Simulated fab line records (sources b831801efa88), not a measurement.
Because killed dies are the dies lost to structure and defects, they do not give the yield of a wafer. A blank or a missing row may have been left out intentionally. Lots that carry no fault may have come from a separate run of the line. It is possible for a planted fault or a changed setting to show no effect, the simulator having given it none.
One fault seen from 2 desks | flow gf180mcu | what lay behind the numbers comes last; until then each desk has only its own

FOR THE TOOL OWNER'S DESK: implanter-02
GF_HV_LDD_IMPLANT_34, tool's own readings: per-lot mean of the sampled wafers with a number, covering each lot this tool ran. The brackets show how far a lot's mean lies from the usual mean; more than 4 standard deviations puts the lot out of limits, marked OUT.
Columns: A = beam-on-s at GF_HV_LDD_IMPLANT_34, usual 10.03 s; B = dose-ions-cm2 at GF_HV_LDD_IMPLANT_34, usual 7.5e+12; C = end-station-pressure-torr at GF_HV_LDD_IMPLANT_34, usual 4.98e-06 Torr; D = faraday-current-uA at GF_HV_LDD_IMPLANT_34, usual 42.2
lot  | first seen here | A                | B       | C                          | D
L588 | day 11 23:29    | 10.09            | 7.5e+12 | 4.86e-06                   | 41.9
L598 | day 15 14:31    | 10.83 (+4.2) OUT | 7.5e+12 | 4.03e-05 (+99 or more) OUT | 38.8 (-4.1) OUT
L599 | day 15 18:44    | 10.63            | 7.5e+12 | 4.15e-05 (+99 or more) OUT | 39.6
L609 | day 19 08:47    | 9.86             | 7.5e+12 | 4.90e-06                   | 42.8
This desk's finding: out of limits on L598, L599; first on L598, day 15 14:31 (beam-on-s at GF_HV_LDD_IMPLANT_34). L588, L609: within limits.

THE METROLOGY DESK
Means of the sampled wafers that have a number, per lot and without regard to the tool the lot ran on: this is what the gauges read. The brackets show how far a lot's mean lies from the usual mean; more than 4 standard deviations puts the lot out of limits, marked OUT.
Columns: A = HV_LDD_2_TW at GF_HV_LDD_TW_MEAS_23, usual 1055; B = cd-nm at GF_HV_LDD_CD_MEAS_31, usual 399.3 nm; C = HV_LDD_02_OVL at GF_HV_LDD_OVL_MEAS_32, usual 0.0 nm
lot  | first seen here | A    | B     | C
L588 | day 11 05:28    | 1053 | 397.9 | -0.3
L598 | day 14 15:07    | 1056 | 399.0 | -0.8
L599 | day 14 21:19    | 1038 | 397.1 | -1.1
L604 | day 16 12:11    | 1062 | 398.7 | -2.7
L607 | day 17 13:37    | 1040 | 399.3 | 0.6
L609 | day 18 09:01    | 1045 | 397.8 | 1.0
Finding of this desk: none of the 6 lots has anything out of limits.

BROUGHT TOGETHER
The tool owner's desk could have raised an alarm at day 15 14:31, on L598, L599.
At the metrology desk, nothing out of limits was observed.
The metrology desk holds a record of L598, L599, inside its limits.
All the named lots went through GF_HV_LDD_IMPLANT_34 on implanter-02.

WHAT HAD BEEN PUT IN BY THE SIMULATOR
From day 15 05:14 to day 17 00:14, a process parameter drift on implanter-02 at GF_HV_LDD_IMPLANT_34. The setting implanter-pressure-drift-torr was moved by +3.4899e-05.
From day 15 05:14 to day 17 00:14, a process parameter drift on implanter-02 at GF_HV_LDD_IMPLANT_34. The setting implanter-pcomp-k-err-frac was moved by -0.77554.
Shown lots that were struck: L598, L599.
Delay in hours, fault start to first out-of-limits reading, by desk: the tool owner's desk at 9.
